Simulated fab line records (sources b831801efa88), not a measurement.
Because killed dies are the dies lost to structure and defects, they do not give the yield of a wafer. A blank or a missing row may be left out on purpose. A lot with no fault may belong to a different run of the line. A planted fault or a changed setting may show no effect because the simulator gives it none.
Which of the tools did it? / flow gf180mcu / Sampling: 14 lots, 42 wafers, 4 of 602 route steps

## WHAT THE GAUGES SHOWED, per wafer
GF_CONTACT_THK_MEAS_01.
lot=L232; measured=day 15 07:12; on=film metro-03; CONTACT_CVD_00_THK (nm)=295 297 297
lot=L233; measured=day 15 15:44; on=film metro-02; CONTACT_CVD_00_THK (nm)=301 302 300
lot=L235; measured=day 16 04:52; on=film metro-02; CONTACT_CVD_00_THK (nm)=301 299 298
lot=L239; measured=day 17 17:18; on=film metro-03; CONTACT_CVD_00_THK (nm)=299 301 300
lot=L247; measured=day 20 17:22; on=film metro-02; CONTACT_CVD_00_THK (nm)=300 303 297
lot=L249; measured=day 21 08:14; on=film metro-03; CONTACT_CVD_00_THK (nm)=302 309 301
lot=L250; measured=day 21 16:53; on=film metro-02; CONTACT_CVD_00_THK (nm)=307 298 302
lot=L251; measured=day 21 23:20; on=film metro-03; CONTACT_CVD_00_THK (nm)=305 297 300
lot=L252; measured=day 22 13:25; on=film metro-04; CONTACT_CVD_00_THK (nm)=294 296 301
lot=L253; measured=day 22 20:43; on=film metro-04; CONTACT_CVD_00_THK (nm)=296 299 301
lot=L254; measured=day 23 09:15; on=film metro-04; CONTACT_CVD_00_THK (nm)=299 300 303
lot=L255; measured=day 23 17:27; on=film metro-04; CONTACT_CVD_00_THK (nm)=304 304 307

## WHICH TOOL RAN EACH LOT (tool, then ch and the chambers of the sampled wafers, then the start)
lot=L232; GF_VT_IMPLANT_EXPOSE_37=iline stepper-01 ch 0, day 7 06:51; GF_SAB_STRIP_13=plasma asher-02 ch 0,1, day 15 06:27; GF_SALICIDE_RTA_08=rtp anneal-02 ch 0, day 15 07:04
lot=L233; GF_VT_IMPLANT_EXPOSE_37=iline stepper-02 ch 0, day 7 14:10; GF_SAB_STRIP_13=plasma asher-01 ch 0,1, day 15 14:58; GF_SALICIDE_RTA_08=rtp anneal-02 ch 0, day 15 15:35
lot=L235; GF_VT_IMPLANT_EXPOSE_37=iline stepper-02 ch 0, day 8 01:19; GF_SAB_STRIP_13=plasma asher-03 ch 0,1, day 16 04:07; GF_SALICIDE_RTA_08=rtp anneal-02 ch 0, day 16 04:44
lot=L236; GF_VT_IMPLANT_EXPOSE_37=iline stepper-02, day 8 09:04; GF_SAB_STRIP_13=-; GF_SALICIDE_RTA_08=-
lot=L237; GF_VT_IMPLANT_EXPOSE_37=iline stepper-01, day 8 11:37; GF_SAB_STRIP_13=-; GF_SALICIDE_RTA_08=-
lot=L239; GF_VT_IMPLANT_EXPOSE_37=iline stepper-02 ch 0, day 9 02:59; GF_SAB_STRIP_13=plasma asher-02 ch 0, day 17 16:32; GF_SALICIDE_RTA_08=rtp anneal-02 ch 0, day 17 17:10
lot=L247; GF_VT_IMPLANT_EXPOSE_37=iline stepper-02 ch 0, day 11 08:44; GF_SAB_STRIP_13=plasma asher-01 ch 0,1, day 20 16:35; GF_SALICIDE_RTA_08=rtp anneal-01 ch 0, day 20 17:11
lot=L249; GF_VT_IMPLANT_EXPOSE_37=iline stepper-01 ch 0, day 11 21:37; GF_SAB_STRIP_13=plasma asher-02 ch 0,1, day 21 07:29; GF_SALICIDE_RTA_08=rtp anneal-01 ch 0, day 21 08:06
lot=L250; GF_VT_IMPLANT_EXPOSE_37=iline stepper-01 ch 0, day 12 05:00; GF_SAB_STRIP_13=plasma asher-01 ch 0,1, day 21 15:58; GF_SALICIDE_RTA_08=rtp anneal-01 ch 0, day 21 16:44
lot=L251; GF_VT_IMPLANT_EXPOSE_37=iline stepper-02 ch 0, day 12 11:49; GF_SAB_STRIP_13=plasma asher-01 ch 0,1, day 21 22:34; GF_SALICIDE_RTA_08=rtp anneal-01 ch 0, day 21 23:11
lot=L252; GF_VT_IMPLANT_EXPOSE_37=iline stepper-02 ch 0, day 12 21:05; GF_SAB_STRIP_13=plasma asher-02 ch 0,1, day 22 12:38; GF_SALICIDE_RTA_08=rtp anneal-01 ch 0, day 22 13:16
lot=L253; GF_VT_IMPLANT_EXPOSE_37=iline stepper-02 ch 0, day 13 08:04; GF_SAB_STRIP_13=plasma asher-02 ch 0,1, day 22 19:58; GF_SALICIDE_RTA_08=rtp anneal-01 ch 0, day 22 20:35
lot=L254; GF_VT_IMPLANT_EXPOSE_37=iline stepper-02 ch 0, day 13 16:50; GF_SAB_STRIP_13=plasma asher-03 ch 0,1, day 23 08:26; GF_SALICIDE_RTA_08=rtp anneal-01 ch 0, day 23 09:07
lot=L255; GF_VT_IMPLANT_EXPOSE_37=iline stepper-01 ch 0, day 13 22:47; GF_SAB_STRIP_13=plasma asher-02 ch 0,1, day 23 16:42; GF_SALICIDE_RTA_08=rtp anneal-02 ch 0, day 23 17:19
- GF_VT_IMPLANT_EXPOSE_37: exposes mask Nwell HV AREA, target cd 860 nm.
- GF_SAB_STRIP_13: strips in O2/N2.
- GF_SALICIDE_RTA_08: time 30 s.

## WHAT THE TOOLS THEMSELVES READ (means of the sampled wafers that have a number; where no wafer has one, the mark that the record gives instead)
GF_VT_IMPLANT_EXPOSE_37.
lot=L232; tool=iline stepper-01; exposure dose mJ cm2=139.91; focus offset nm (nm)=0.3
lot=L233; tool=iline stepper-02; exposure dose mJ cm2=140.19; focus offset nm (nm)=0.8
lot=L235; tool=iline stepper-02; exposure dose mJ cm2=140.10; focus offset nm (nm)=-0.1
lot=L236; tool=iline stepper-02; exposure dose mJ cm2=-; focus offset nm (nm)=-
lot=L237; tool=iline stepper-01; exposure dose mJ cm2=-; focus offset nm (nm)=-
lot=L239; tool=iline stepper-02; exposure dose mJ cm2=140.10; focus offset nm (nm)=-0.5
lot=L247; tool=iline stepper-02; exposure dose mJ cm2=139.83; focus offset nm (nm)=0.5
lot=L249; tool=iline stepper-01; exposure dose mJ cm2=139.96; focus offset nm (nm)=-1.0
lot=L250; tool=iline stepper-01; exposure dose mJ cm2=139.90; focus offset nm (nm)=-0.7
lot=L251; tool=iline stepper-02; exposure dose mJ cm2=140.03; focus offset nm (nm)=-0.1
lot=L252; tool=iline stepper-02; exposure dose mJ cm2=139.99; focus offset nm (nm)=0.6
lot=L253; tool=iline stepper-02; exposure dose mJ cm2=139.83; focus offset nm (nm)=0.0
lot=L254; tool=iline stepper-02; exposure dose mJ cm2=139.92; focus offset nm (nm)=-0.9
lot=L255; tool=iline stepper-01; exposure dose mJ cm2=139.96; focus offset nm (nm)=0.3

GF_SAB_STRIP_13.
lot=L232; tool=plasma asher-02; drypump motor current A (A)=5.2; heater power w (W)=334; oes product au (a.u.)=0.707; strip time to endpoint s (s)=12.62
lot=L233; tool=plasma asher-01; drypump motor current A (A)=5.9; heater power w (W)=332; oes product au (a.u.)=0.708; strip time to endpoint s (s)=12.63
lot=L235; tool=plasma asher-03; drypump motor current A (A)=6.0; heater power w (W)=287; oes product au (a.u.)=0.709; strip time to endpoint s (s)=12.64
lot=L239; tool=plasma asher-02; drypump motor current A (A)=5.3; heater power w (W)=319; oes product au (a.u.)=0.711; strip time to endpoint s (s)=12.65
lot=L247; tool=plasma asher-01; drypump motor current A (A)=5.8; heater power w (W)=336; oes product au (a.u.)=0.711; strip time to endpoint s (s)=12.61
lot=L249; tool=plasma asher-02; drypump motor current A (A)=5.2; heater power w (W)=336; oes product au (a.u.)=0.710; strip time to endpoint s (s)=12.58
lot=L250; tool=plasma asher-01; drypump motor current A (A)=5.8; heater power w (W)=335; oes product au (a.u.)=0.711; strip time to endpoint s (s)=12.60
lot=L251; tool=plasma asher-01; drypump motor current A (A)=5.8; heater power w (W)=330; oes product au (a.u.)=0.711; strip time to endpoint s (s)=12.57
lot=L252; tool=plasma asher-02; drypump motor current A (A)=5.1; heater power w (W)=351; oes product au (a.u.)=0.714; strip time to endpoint s (s)=12.63
lot=L253; tool=plasma asher-02; drypump motor current A (A)=5.1; heater power w (W)=350; oes product au (a.u.)=0.708; strip time to endpoint s (s)=12.64
lot=L254; tool=plasma asher-03; drypump motor current A (A)=6.0; heater power w (W)=301; oes product au (a.u.)=0.712; strip time to endpoint s (s)=12.61
lot=L255; tool=plasma asher-02; drypump motor current A (A)=5.1; heater power w (W)=355; oes product au (a.u.)=0.706; strip time to endpoint s (s)=12.62

GF_SALICIDE_RTA_08.
lot=L232; tool=rtp anneal-02; lamp power pct (%)=15.8; wafer_temp_C_max=803.0
lot=L233; tool=rtp anneal-02; lamp power pct (%)=15.8; wafer_temp_C_max=803.3
lot=L235; tool=rtp anneal-02; lamp power pct (%)=15.8; wafer_temp_C_max=803.3
lot=L239; tool=rtp anneal-02; lamp power pct (%)=15.8; wafer_temp_C_max=802.3
lot=L247; tool=rtp anneal-01; lamp power pct (%)=18.8; wafer_temp_C_max=805.8
lot=L249; tool=rtp anneal-01; lamp power pct (%)=18.9; wafer_temp_C_max=806.5
lot=L250; tool=rtp anneal-01; lamp power pct (%)=18.8; wafer_temp_C_max=807.2
lot=L251; tool=rtp anneal-01; lamp power pct (%)=18.8; wafer_temp_C_max=806.7
lot=L252; tool=rtp anneal-01; lamp power pct (%)=18.9; wafer_temp_C_max=806.6
lot=L253; tool=rtp anneal-01; lamp power pct (%)=18.8; wafer_temp_C_max=806.2
lot=L254; tool=rtp anneal-01; lamp power pct (%)=18.8; wafer_temp_C_max=807.1
lot=L255; tool=rtp anneal-02; lamp power pct (%)=15.8; wafer_temp_C_max=803.2

## THE ANSWER, worked out from the rows above alone
Rule: the usual values come from the lots themselves. The widest of any qualifying gaps counts: lots, ordered by their means at a reading, are off when they make up no more than a third of the lots, leave a main group of 4 or more, and stand apart from it by 3 or more times the standard deviation of that group's means. A main group is skipped when, at the precision printed for the reading in the tables above, its means are all equal. A lot without any number at a reading at which 4 lots or more have one is off too. Any other lot the step has rows for is counted as sound. Order of review: gauges by route order, followed by the tools' own readings, for which a lot's mean as printed above is used. At the first step where some lot is off, the reading lying furthest off is the one used; lots without a number count as furthest.
Off at GF_VT_IMPLANT_EXPOSE_37 (exposure dose mJ cm2): L236, L237. Without a number there: L236, L237. Main group: mean 139.98, sd 0.11.
If a tool, at that step or one of the process steps before it, ran each lot that is off and ran no sound lot following the first of them, it fits. None of those tried fits.

## WHAT THE SIMULATOR PUT IN
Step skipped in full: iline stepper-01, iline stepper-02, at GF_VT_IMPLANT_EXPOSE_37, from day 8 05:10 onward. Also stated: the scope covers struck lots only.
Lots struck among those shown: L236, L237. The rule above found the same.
